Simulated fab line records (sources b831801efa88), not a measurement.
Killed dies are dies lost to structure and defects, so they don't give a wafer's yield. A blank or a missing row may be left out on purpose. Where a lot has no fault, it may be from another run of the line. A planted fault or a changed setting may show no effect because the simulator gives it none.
A sampling plan put to the test | flow gf180mcu | one fab line, 8 faults that these records tell of, each judged on the records of the lots that it struck; 1 more is left out, because the records don't allow judging it
The plan consists of the line's own looks: route steps at which the wafer is read by a gauge or an inspection but not changed. Where struck wafers have a number at a look and the file lists that look's usual mean and standard deviation on fault-free wafers, the look can be judged. Caught: the struck wafers' mean, at a look after the fault's first step, is 4 or more of those standard deviations (sigma) away from the usual mean. On the tool: the same test on the tool's own readings at the fault's steps. Another recipe on the struck wafers, or a record that is blank for them alone, also counts as caught.

== THE FAULTS, as the simulator had put them in ==
1. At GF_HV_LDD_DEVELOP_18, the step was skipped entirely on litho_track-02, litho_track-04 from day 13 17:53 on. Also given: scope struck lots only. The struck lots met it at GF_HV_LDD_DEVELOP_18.
2. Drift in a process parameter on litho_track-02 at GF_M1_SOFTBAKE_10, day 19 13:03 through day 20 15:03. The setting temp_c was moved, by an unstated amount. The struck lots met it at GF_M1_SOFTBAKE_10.
3. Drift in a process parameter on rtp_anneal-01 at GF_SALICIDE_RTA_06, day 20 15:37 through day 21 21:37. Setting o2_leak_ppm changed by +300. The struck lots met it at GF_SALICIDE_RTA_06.
4. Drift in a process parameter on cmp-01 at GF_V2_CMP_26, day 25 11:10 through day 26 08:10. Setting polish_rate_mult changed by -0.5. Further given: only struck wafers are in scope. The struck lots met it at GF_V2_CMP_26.
5. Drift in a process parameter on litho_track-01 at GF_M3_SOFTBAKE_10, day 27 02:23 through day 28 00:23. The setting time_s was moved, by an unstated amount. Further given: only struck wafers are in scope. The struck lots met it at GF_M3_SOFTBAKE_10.
6. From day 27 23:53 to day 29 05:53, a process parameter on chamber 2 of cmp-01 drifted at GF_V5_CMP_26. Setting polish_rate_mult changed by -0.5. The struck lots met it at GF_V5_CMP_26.
7. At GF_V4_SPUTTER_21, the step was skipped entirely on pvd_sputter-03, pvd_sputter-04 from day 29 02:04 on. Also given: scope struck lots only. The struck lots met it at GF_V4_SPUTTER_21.
8. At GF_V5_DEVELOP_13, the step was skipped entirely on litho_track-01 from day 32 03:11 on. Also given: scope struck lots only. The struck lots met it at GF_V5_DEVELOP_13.

== WHAT THE PLAN SAW ==
fault | on the tool itself                               | first look that catches it                   | reading, sigma                             | median hours from its first step to that look | hours from the fault's start to the first struck lot there | judged looks passed uncaught
1     | the tool's record is blank for the struck wafers | no look after it can be judged               | -                                          | -                                             | -                                                          | 0
2     | heater_power_total_W -21 sigma                   | not the one look that can be judged after it | strongest: cd_nm at GF_M1_CD_MEAS_14, +3.3 | -                                             | -                                                          | 1
3     | chamber_o2_ppm +99 or beyond sigma               | no look after it can be judged               | -                                          | -                                             | -                                                          | 0
4     | overpolish_run_s -99 or beyond sigma             | no look after it can be judged               | -                                          | -                                             | -                                                          | 0
5     | heater_power_total_W +39 sigma                   | no look after it can be judged               | -                                          | -                                             | -                                                          | 0
6     | overpolish_run_s -99 or beyond sigma             | no look after it can be judged               | -                                          | -                                             | -                                                          | 0
7     | the tool's record is blank for the struck wafers | no look after it can be judged               | -                                          | -                                             | -                                                          | 0
8     | the tool's record is blank for the struck wafers | no look after it can be judged               | -                                          | -                                             | -                                                          | 0
A dash: the fault is not caught, or the number is missing from these records.

Caught at a look: 0 of 8. Caught on the tool: 8 of 8. By one or the other: 8 of 8.
Faults caught by the tool alone: 1, 2, 3, 4, 5, 6, 7, 8.
